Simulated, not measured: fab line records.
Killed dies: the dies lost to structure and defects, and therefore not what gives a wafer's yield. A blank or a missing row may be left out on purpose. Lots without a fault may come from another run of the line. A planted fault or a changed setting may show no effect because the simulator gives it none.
Code-filled problem report in 8D (eight disciplines) form || flow sky130 || the parts of the form that need people (team, actions taken, sign-off) are left out

== 1. PROBLEM STATEMENT ==
Across 6 wafers from 2 lots, LDD_P_TW at SKY_LDD_P_TW_MEAS_11 averages 30, while fault-free wafers read 634 with a standard deviation of 7.2. Relative to the usual mean, that is a shift of -84 standard deviations.
First observed at day 21 13:18: wafer L219.1, on film_metro-01. Wafers with a number at this step in the record: 42, from 14 lots. By rule, "out" or "out of limits" means more than 4 standard deviations away from the usual mean. The other wafers with a number count as sound.

== 2. WHAT IT IS AND WHAT IT IS NOT ==
{"question": "which readings at this step", "is": "LDD_P_TW", "is not": "-"}
{"question": "which lots", "is": "L219, L220", "is not": "L213, L214, L215, L216, L218, L222, L224, L228, L230, L233, L234, L236"}
{"question": "which wafers of those lots", "is": "all that have a number", "is not": "-"}
{"question": "read on which gauges", "is": "film_metro-01, film_metro-02", "is not": "film_metro-03"}
{"question": "when", "is": "from day 21 13:18", "is not": "up to then (15 sound wafers); but 21 sound wafers of L222, L224, L228, L230, L233, L234, L236 came after"}

== 3. THE SUSPECTS, EACH WITH WHAT RULES IT OUT ==
Counting: any tool at a process step up to the reading is kept as a suspect provided that every lot that is out went through it and no sound lot did after the first of them.
- the gauge at SKY_LDD_P_TW_MEAS_11 has been ruled out. 2 gauges (film_metro-01, film_metro-02) read the wafers that are out.
- plasma_asher-04 at SKY_LDD_N_STRIP_16 (strips in O2/N2): ruled out as a lasting fault. Following L219 (day 20 05:44), the first lot on it that is out, the sound lots L222, L224, L233, L234 were run on it.
Left after counting: nothing in the record.

== 4. THE CAUSE (what the simulator had put in) ==
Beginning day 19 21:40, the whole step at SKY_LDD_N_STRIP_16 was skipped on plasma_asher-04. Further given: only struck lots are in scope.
Counting ruled it out, wrongly: the rule takes a fault to strike every lot that its tool runs from its start on, and this one did not.

== 5. SEQUENCE OF EFFECTS, ordered by route ==
One row per reading whose mean, taken over the struck wafers that have a number, lies over 3 standard deviations from the usual. Only readings whose record carries a usual standard deviation are examined. hours: median over the lots of the time between each lot's start at the first step of this table that gives one and its start at this step. sigmas: the change, counted in usual standard deviations.
{"hours": 0, "step": "SKY_LDD_P_STRIP_10", "reading": "strip_time_to_endpoint_s", "usual": "14.17 s", "on struck wafers": 18.71, "change": "+4.54", "sigmas": "+99 or more"}
{"hours": 0, "step": "SKY_LDD_P_TW_MEAS_11", "reading": "LDD_P_TW", "usual": 634, "on struck wafers": 30, "change": -604, "sigmas": -84}
The process steps in it:
- SKY_LDD_P_STRIP_10: strips in O2/N2.
Readings that are blank on the struck wafers while sound wafers have them: chamber_pressure_mTorr at SKY_LDD_N_STRIP_16; drypump_motor_current_A at SKY_LDD_N_STRIP_16; oes_product_au at SKY_LDD_N_STRIP_16; strip_time_to_endpoint_s at SKY_LDD_N_STRIP_16.

== 6. HOW IT WOULD HAVE BEEN CAUGHT EARLIER ==
In this record the first reading out of limits at a measuring or inspecting step was taken at day 21 13:18, 40 hours after the fault began at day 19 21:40.
At SKY_LDD_N_STRIP_16 the tool's readings are blank on the struck wafers, where sound wafers have them: an empty tool record is the first sign, and it was there at once.
